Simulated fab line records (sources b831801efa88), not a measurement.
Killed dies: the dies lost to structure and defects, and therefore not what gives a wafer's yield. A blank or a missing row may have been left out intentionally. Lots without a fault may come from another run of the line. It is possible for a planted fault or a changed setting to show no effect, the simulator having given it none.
A lot that was struck, set against a sound lot | flow sky130 | 16 out of 708 route steps
Sound: these wafers, L560.2, L560.3, L560.5. The struck wafers were L567.1, L567.3, L567.4. The cause comes at the end.
At each step with rows: each side's tool, then ch and its chambers, then its first start. Under that, the readings that differ: sound wafers | struck wafers | difference of the means | sigmas: that difference in standard deviations of wafers without a fault.
alike: readings with means less than 2 such deviations apart, plus words and numbers identical on both sides. not compared: withheld readings, readings lacking a value on some wafer, bounds such as >300 that could conceal the same value, and numbers that have no deviation in the record and whose values overlap.
A row with sigmas, a row that says differs or no value, or rows on one side alone: a step with any of these is where the two part. When numbers do not overlap yet have no deviation, they are printed without sigmas and do not part them. A reading that every wafer of one side lacks parts them only if that side has two wafers or more.

SKY_VT_ADJUST_HVTP_OVL_MEAS_08:
  sound on overlay-01 at day 6 10:30; struck on overlay-01 at day 8 01:20
  alike: VT_ADJUST_HVTP_OVL
next, for these wafers, 1 step has no rows: SKY_VT_ADJUST_HVTP_IMPLANT_09.
SKY_VT_ADJUST_HVTP_STRIP_10: strips in O2/N2.
  sound on plasma-asher-04 ch 0,1, day 6 10:41; struck on plasma-asher-02 ch 0,1, day 8 01:32
  alike: drypump-motor-current-A, oes-product-au, strip-time-to-endpoint-s
  not compared: rf-hours-counter-h
SKY_VT_ADJUST_HVTP_TW_MEAS_11:
  sound on film-metro-04 at day 6 10:47; struck on film-metro-01 at day 8 01:38
  alike: VT_ADJUST_HVTP_TW
then, 7 steps without rows for these wafers: SKY_VT_ADJUST_LVTN_DEHYDRATE_00 (time 60 s); SKY_VT_ADJUST_LVTN_HMDS_01 (prime time 60 s); SKY_VT_ADJUST_LVTN_COAT_02 (resist thk 3000 nm); SKY_VT_ADJUST_LVTN_SOFTBAKE_03; SKY_VT_ADJUST_LVTN_EXPOSE_04 (exposes mask NWM COMPLEMENT LESS NATIVE, target cd 840 nm); SKY_VT_ADJUST_LVTN_PEB_05; SKY_VT_ADJUST_LVTN_DEVELOP_06 (develop time 60 s).
SKY_VT_ADJUST_LVTN_OVL_MEAS_07:
  sound on overlay-01 at day 7 06:00; struck on overlay-01 at day 8 22:59
  alike: VT_ADJUST_LVTN_OVL
SKY_VT_ADJUST_LVTN_IMPLANT_08:
  sound on implanter-04 ch 0, day 7 06:03; struck on implanter-04 ch 0, day 8 23:02
  reading            | sound                            | struck                        | difference | sigmas
  dose-ions-cm2      | 1.5711e+12 1.5694e+12 1.5695e+12 | 1.584e+11 1.581e+11 1.585e+11 | -1.412e+12 | -99 or more
  faraday-current-uA | 8.62 8.83 8.60                   | 0.88 0.90 0.91                | -7.79      | -43
SKY_VT_ADJUST_LVTN_STRIP_09: strips in O2/N2.
  sound on plasma-asher-02 ch 0,1, day 7 06:11; struck on plasma-asher-04 ch 0,1, day 8 23:11
  alike: drypump-motor-current-A, oes-product-au, strip-time-to-endpoint-s
  not compared: rf-hours-counter-h
SKY_VT_ADJUST_LVTN_TW_MEAS_10:
  sound on film-metro-02 at day 7 06:17; struck on film-metro-01 at day 8 23:30
  reading           | sound             | struck            | difference | sigmas
  VT_ADJUST_LVTN_TW | 242.5 242.3 242.7 | 129.5 129.7 130.0 | -112.8     | -94
  not compared: hold
SKY_PAD_OPEN_PROBE_99:
  the record has rows for the sound wafers here (prober-02, day 46 00:33) and none for the struck ones

## WHERE THEY PART
Earliest at SKY_VT_ADJUST_LVTN_IMPLANT_08; latest, in this record, at SKY_PAD_OPEN_PROBE_99.

WHY: what had been put in by the simulator
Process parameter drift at SKY_VT_ADJUST_LVTN_IMPLANT_08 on implanter-04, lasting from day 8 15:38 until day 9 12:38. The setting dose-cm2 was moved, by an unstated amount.
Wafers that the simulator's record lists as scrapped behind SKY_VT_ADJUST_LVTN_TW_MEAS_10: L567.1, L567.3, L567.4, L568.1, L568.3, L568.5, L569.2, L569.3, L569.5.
